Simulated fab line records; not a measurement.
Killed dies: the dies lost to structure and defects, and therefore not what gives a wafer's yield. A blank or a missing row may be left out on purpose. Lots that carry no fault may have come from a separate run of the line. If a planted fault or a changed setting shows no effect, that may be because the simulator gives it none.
Problem report in the 8D (eight disciplines) form, filled by code | flow sky130 | the parts of the form that need people (team, actions taken, sign-off) are left out

== 1. THE ISSUE ==
Across 5 wafers from 3 lots, VIA4_W_RS at SKY_VIA4_RS_MEAS_19 averages 0.2578 ohm/sq, while fault-free wafers read 0.2280 ohm/sq with a standard deviation of 0.0025. That is +12 standard deviations from the usual mean.
The step: measures by four-point-probe.
Seen first at day 43 22:44 on film metro-02, wafer L494.1. At this step, 30 wafers from 10 lots have a number in the record. Rule for "out" (also "out of limits"): further than 4 standard deviations from the usual mean. Any other wafer with a number is counted as sound.

== 2. WHAT IT IS, AND WHAT IT ISN'T ==
question                    | is                                     | is not
which readings at this step | VIA4_W_RS                              | -
which lots                  | L494, L495, L496                       | L488, L492, L493, L500, L503, L505, L507
which wafers of those lots  | L494.1, L494.3, L495.3, L496.1, L496.6 | L494.6, L495.2, L495.4, L496.4
read on which gauges        | film metro-02, film metro-04           | film metro-01
when                        | from day 43 22:44                      | up to then (10 sound wafers); but 15 sound wafers of L495, L496, L500, L503, L505, L507 came after

== 3. WHAT RULES OUT EACH SUSPECT ==
Counting: a tool at a process step up to the reading stays a suspect if it ran every lot that is out. Sound lots after the first of them don't rule it out here, since some wafers of a struck lot are sound.
- the gauge at SKY_VIA4_RS_MEAS_19: ruled out. 2 gauges (film metro-02, film metro-04) read the wafers that are out.
- cvd w-01 at SKY_VIA4_CVD_18 (deposits W, target thk 505 nm, time 152.14 s): kept. It ran every lot that is out, first L494 (day 43 22:35); its last sound lot up to then is L492 (day 43 19:18). Its own chamber pressure Torr readings are out on those wafers.
- The sound lot-mates ran in chamber 0 of cvd w-01 at SKY_VIA4_CVD_18, but the wafers that are out ran in chamber 1.
Remaining after the count: cvd w-01 at SKY_VIA4_CVD_18.

== 4. THE CAUSE (what the simulator had put in) ==
cvd w-01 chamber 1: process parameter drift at SKY_VIA4_CVD_18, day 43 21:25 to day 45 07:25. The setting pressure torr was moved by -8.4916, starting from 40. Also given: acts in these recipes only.
After counting, this tool was the only one left.

== 5. THE CHAIN OF EFFECTS, in route order ==
Rows list readings where the struck wafers' mean (over those with a number) sits beyond 3 standard deviations from the usual. Scope: only readings with a usual standard deviation given in the record; hours: median across lots of the time from each lot's start at the first step in this table that gives one to its start at this step; sigmas: change in usual standard deviations.
hours | step                 | reading               | usual         | on struck wafers | change  | sigmas
0     | SKY_VIA4_CVD_18      | chamber pressure Torr | 39.99 Torr    | 31.54            | -8.45   | -97
0     | SKY_VIA4_RS_MEAS_19  | VIA4_W_RS             | 0.2280 ohm/sq | 0.2578           | +0.0298 | +12
0     | SKY_VIA4_THK_MEAS_20 | VIA4_W_THK            | 516 nm        | 460              | -56     | -8.8
0     | SKY_VIA4_CMP_21      | time to endpoint s    | 124 s         | 107              | -17     | -3.9
It contains these process steps:
- SKY_VIA4_CVD_18: deposits W, target thk 505 nm, time 152.14 s.
- SKY_VIA4_CMP_21: polishes, stops on SiO2, t overpolish 25 s, target thk 0 nm.

== 6. HOW IT WOULD HAVE BEEN CAUGHT EARLIER ==
In this record the first reading out of limits at a measuring or inspecting step was taken at day 43 22:44, 1 hour after the fault began at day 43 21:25.
At SKY_VIA4_CVD_18, the tool's own readings (chamber pressure Torr) were out on each struck wafer the step has a row for, so an alarm limit on them would have fired on the first such wafer.
L495, L496, from the lots that are out (3), started SKY_VIA4_CVD_18 on cvd w-01 later than day 43 22:44. A hold on the tool at that time would have spared those 2.
